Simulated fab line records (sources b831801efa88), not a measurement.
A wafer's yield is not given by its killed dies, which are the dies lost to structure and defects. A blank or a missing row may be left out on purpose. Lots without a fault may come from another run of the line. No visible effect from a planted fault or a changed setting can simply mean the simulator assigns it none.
2 desks looking at one fault	flow sky130	each desk has only its own numbers; what lay behind them comes last

AT THE TOOL OWNER'S DESK: pvd-sputter-02
At SKY_LOCAL_INTERCONNECT_SPUTTER_00 (material TiN, target thk 100 nm, time 83.3 s) the tool's own readings: per lot run on this tool, the mean of the sampled wafers that have a number. Any lot whose mean is over 4 standard deviations away from the usual mean is out of limits and marked OUT; that distance is given in the brackets.
Columns: A = susceptor-temp-C at SKY_LOCAL_INTERCONNECT_SPUTTER_00, usual 300.01 C; B = throttle-valve-pct at SKY_LOCAL_INTERCONNECT_SPUTTER_00, usual 29.9 %
lot	first seen here	A	B
L109	day 28 23:44	300.30	30.7
L112	day 30 03:58	300.07	30.0
L113	day 30 12:46	299.83	30.6
L119	day 32 17:35	300.00	30.9
L121	day 33 10:40	300.06	29.5
L123	day 34 02:17	299.89	29.9
L124	day 34 04:31	300.09	29.8
L128	day 35 11:46	299.91	29.4
Result from this desk: across the 8 lots, nothing is out of limits.

METROLOGY DESK
Means of the sampled wafers that have a number, per lot and without regard to the tool the lot ran on: this is what the gauges read. Any lot whose mean is over 4 standard deviations away from the usual mean is out of limits and marked OUT; that distance is given in the brackets.
Columns: A = LOCAL_INTERCONNECT_TIN_RS at SKY_LOCAL_INTERCONNECT_RS_MEAS_01, usual 14.16 ohm/sq; B = LOCAL_INTERCONNECT_TIN_THK at SKY_LOCAL_INTERCONNECT_THK_MEAS_02, usual 100.6 nm; C = CONTACT_HDPCVD_THK at SKY_CONTACT_THK_MEAS_03, usual 567 nm; D = CONTACT_BOW at SKY_CONTACT_BOW_MEAS_05, usual 82 um
lot	first seen here	A	B	C	D
L109	day 28 23:49	14.19	99.7	567	83
L111	day 30 01:56	14.03	101.4	562	85
L112	day 30 04:02	14.18	100.8	562	75
L113	day 30 12:50	14.04	101.8	569	81
L114	day 31 01:50	14.10	100.6	568	88
L118	day 32 06:26	14.15	101.2	564	80
L119	day 32 17:38	14.02	101.0	569	85
L121	day 33 10:46	14.01	102.0	572	93
L123	day 34 02:21	14.20	100.6	569	80
L124	day 34 04:35	15.40 (+8.8) OUT	94.0 (-6.8) OUT	561	81
L128	day 35 11:52	15.54 (+9.9) OUT	92.5 (-8.2) OUT	566	82
This desk's result: L124, L128 out of limits, first on L124 (LOCAL_INTERCONNECT_TIN_RS at SKY_LOCAL_INTERCONNECT_RS_MEAS_01), day 34 04:35. L109, L111, L112, L113, L114, L118, L119, L121, L123: within limits.

PUT TOGETHER
At day 34 04:35 the metrology desk could have sounded an alarm, on L124, L128.
The desk of the tool owner found nothing out of limits.
Tool owner's desk: L124, L128 on record, inside its limits.
Of the lots named, all ran SKY_LOCAL_INTERCONNECT_SPUTTER_00 on pvd-sputter-02.

WHAT THE SIMULATOR HAD PUT IN
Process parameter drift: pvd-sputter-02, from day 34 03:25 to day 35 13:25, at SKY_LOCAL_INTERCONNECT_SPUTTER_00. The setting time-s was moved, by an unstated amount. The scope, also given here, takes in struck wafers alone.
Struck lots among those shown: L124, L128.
Time in hours between the start of the fault and the first out-of-limits reading at each desk: metrology desk, 1.
